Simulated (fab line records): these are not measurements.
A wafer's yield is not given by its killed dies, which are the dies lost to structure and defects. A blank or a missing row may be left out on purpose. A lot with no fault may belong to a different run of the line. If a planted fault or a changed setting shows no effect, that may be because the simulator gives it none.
Chamber matching | flow gf180mcu | 4 sister chambers for GF_V1_ETCH_16 on rie-diel-03
The step etches BARC in N2/H2. 24 wafers are shown with their chamber, then 12 later ones without.

WAFERS, EACH WITH ITS CHAMBER
wafer  | chamber | drypump-motor-current-A (A) | throttle-valve-pct (%) | oes-product-au (a.u.)
L074.1 | 1       | 5.1                         | 13.213                 | 0.848
L074.2 | 2       | 5.3                         | 13.234                 | 0.857
L074.4 | 0       | 5.3                         | 13.223                 | 0.856
L078.2 | 1       | 5.1                         | 13.226                 | 0.858
L078.4 | 2       | 5.3                         | 13.237                 | 0.862
L078.5 | 2       | 5.3                         | 13.220                 | 0.855
L080.4 | 3       | 5.4                         | 13.224                 | 0.858
L080.5 | 2       | 5.3                         | 13.228                 | 0.855
L080.6 | 1       | 5.0                         | 13.218                 | 0.856
L082.1 | 2       | 5.3                         | 13.234                 | 0.853
L082.2 | 0       | 5.3                         | 13.241                 | 0.855
L082.3 | 1       | 5.1                         | 13.220                 | 0.855
L082.4 | 3       | 5.4                         | 13.228                 | 0.852
L082.5 | 1       | 5.1                         | 13.227                 | 0.859
L082.6 | 0       | 5.3                         | 13.226                 | 0.851
L084.2 | 3       | 5.4                         | 13.214                 | 0.857
L084.4 | 0       | 5.3                         | 13.244                 | 0.849
L084.6 | 0       | 5.3                         | 13.227                 | 0.858
L085.1 | 1       | 5.1                         | 13.235                 | 0.852
L085.2 | 0       | 5.3                         | 13.229                 | 0.846
L085.3 | 3       | 5.4                         | 13.235                 | 0.850
L085.4 | 2       | 5.3                         | 13.241                 | 0.853
L085.5 | 1       | 5.1                         | 13.220                 | 0.856
L085.6 | 2       | 5.3                         | 13.221                 | 0.861

SIGNATURES (averages over the wafers above)
reading                 | chamber 0 | chamber 1 | chamber 2 | chamber 3 | scatter within a chamber
drypump-motor-current-A | 5.300     | 5.086     | 5.300     | 5.400     | 0.0207
throttle-valve-pct      | 13.23167  | 13.22271  | 13.23071  | 13.22525  | 0.00807
oes-product-au          | 0.85250   | 0.85486   | 0.85657   | 0.85425   | 0.00397
Rule: for each reading, subtract the chamber's mean from the wafer's reading, divide by that reading's scatter and square the result; add these up over the readings and take the root, which gives the wafer's distance from the chamber. If the next closest chamber is less than 2 further off than the closest, the wafer can't be placed; otherwise it belongs to the closest. The scatter is the square root of a quotient: the sum, over the shown wafers, of each reading's squared deviation from its chamber's mean, divided by wafers minus chambers.

WAFERS WITHOUT THEIR CHAMBER
wafer  | drypump-motor-current-A (A) | throttle-valve-pct (%) | oes-product-au (a.u.)
L088.1 | 5.3                         | 13.228                 | 0.854
L088.3 | 5.3                         | 13.212                 | 0.849
L088.4 | 5.4                         | 13.221                 | 0.854
L093.1 | 5.2                         | 13.206                 | 0.855
L093.2 | 5.4                         | 13.226                 | 0.856
L093.4 | 5.1                         | 13.227                 | 0.851
L094.1 | 5.1                         | 13.238                 | 0.861
L094.4 | 5.3                         | 13.215                 | 0.854
L094.5 | 5.4                         | 13.208                 | 0.856
L096.2 | 5.1                         | 13.223                 | 0.854
L096.3 | 5.3                         | 13.241                 | 0.854
L096.4 | 5.4                         | 13.228                 | 0.857

EACH ONE'S CHAMBER
wafer  | from the rows above          | in truth
L088.1 | can't be placed: 0 or 2      | 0
L088.3 | can't be placed: 0 or 2      | 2
L088.4 | 3                            | 3
L093.1 | can't be placed: 2 or 0 or 1 | 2
L093.2 | 3                            | 3
L093.4 | 1                            | 1
L094.1 | 1                            | 1
L094.4 | can't be placed: 2 or 0      | 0
L094.5 | 3                            | 3
L096.2 | 1                            | 1
L096.3 | can't be placed: 0 or 2      | 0
L096.4 | 3                            | 3
7 of 12 placed correctly. Not placeable from these rows: 5 (in 5, the candidates include the true chamber). Placed wrongly: 0.
